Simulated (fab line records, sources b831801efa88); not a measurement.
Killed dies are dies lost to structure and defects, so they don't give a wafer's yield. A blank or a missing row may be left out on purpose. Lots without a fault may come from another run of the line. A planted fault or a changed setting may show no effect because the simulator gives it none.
A struck lot beside a sound one | flow sfq_line | 13 steps out of a route of 325
Sound: wafers L240.3, L240.5, L240.6. Struck: wafers L252.1, L252.2, L252.5. The cause comes at the end.
At each step with rows: each side's tool, then ch and its chambers, then its first start. Under that, the readings that differ: sound wafers | struck wafers | difference of the means | sigmas: that difference in standard deviations of wafers without a fault.
alike: readings whose means differ by less than 2 such deviations, and words and numbers that are the same on both sides. not compared: withheld readings, readings that some wafer has no value for, bounds like >300 that may hide the same value, and numbers for which the record gives no deviation and whose values overlap.
The two part at a step that has a row with sigmas, a row that says differs or no value, or rows on one side only. Numbers that don't overlap but have no deviation are shown without sigmas and don't part them. A reading that every wafer of one side lacks parts them only if that side has two wafers or more.

SFQ_TRILAYER_I3_VIA_BARC_OPEN_VIA_ETCH_121: etches BARC in O2, target depth 125 nm, time 41.7 s.
  sound on rie_diel-04 ch 1,3, day 41 04:59; struck on rie_diel-04 ch 1,3, day 44 22:05
  alike: drypump_motor_current_A, oes_product_au
  not compared: rf_hours_counter_h
SFQ_TRILAYER_I3_VIA_ETCH_VIA_ETCH_088: etches SiO2 in CHF3, stops on Nb, target depth 260 nm.
  sound on rie_diel-04 ch 1,3, day 41 05:01; struck on rie_diel-04 ch 1,3, day 44 22:08
  alike: drypump_motor_current_A, oes_product_au
SFQ_TRILAYER_I3_VIA_STRIP_STRIP_089: strips in O2.
  sound on rie_metal-01 ch 0,1, day 41 05:20; struck on rie_metal-01 ch 0,1, day 44 22:14
  alike: drypump_motor_current_A, he_backside_leak_sccm, oes_product_au
  not compared: rf_hours_counter_h
then, 2 steps without rows for these wafers: SFQ_TRILAYER_I3_VIA_STRIP_SOLV_CLEAN_090 (cleans in NMP, time 600 s); SFQ_TRILAYER_M4_DEP_PRE_CLEAN_092 (time 22.5 s).
SFQ_TRILAYER_M4_DEP_SPUTTER_091: material Nb, target thk 200 nm, time 133.3 s.
  sound on pvd_sputter-04, day 41 05:56; struck on pvd_sputter-04, day 44 23:03
  alike: throttle_valve_pct
SFQ_M4_RS_MEAS_924: measures by four-point-probe.
  sound on film_metro-02, day 41 06:04; struck on film_metro-01, day 44 23:08
  alike: M4_NB_RS
then, 4 steps without rows for these wafers: SFQ_TRILAYER_M4_LITHO_COAT_098 (resist thk 62 nm); SFQ_TRILAYER_M4_LITHO_COAT_093 (resist thk 600 nm); SFQ_TRILAYER_M4_LITHO_SOFTBAKE_097; SFQ_TRILAYER_M4_LITHO_EXPOSE_094 (exposes mask M4, target cd 500 nm).
SFQ_TRILAYER_M4_LITHO_PEB_096: peb time 60 s.
  sound on litho_track-03 ch 0, day 41 08:54; struck on litho_track-02, day 45 17:04
  no value came back on the struck wafers for chill_plate_temp_C (C), exhaust_pa (Pa), plate_temp_C (C); on the sound wafers chill_plate_temp_C (C) reads 22.84 22.95 23.09
then, 1 step without rows for these wafers: SFQ_TRILAYER_M4_LITHO_DEVELOP_095 (time 60 s).

WHERE THEY PART
Only at SFQ_TRILAYER_M4_LITHO_PEB_096, within this record.

WHY: what the simulator had put in
Skipped step whole: litho_track-02, from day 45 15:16 on, at SFQ_TRILAYER_M4_LITHO_PEB_096. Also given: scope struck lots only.
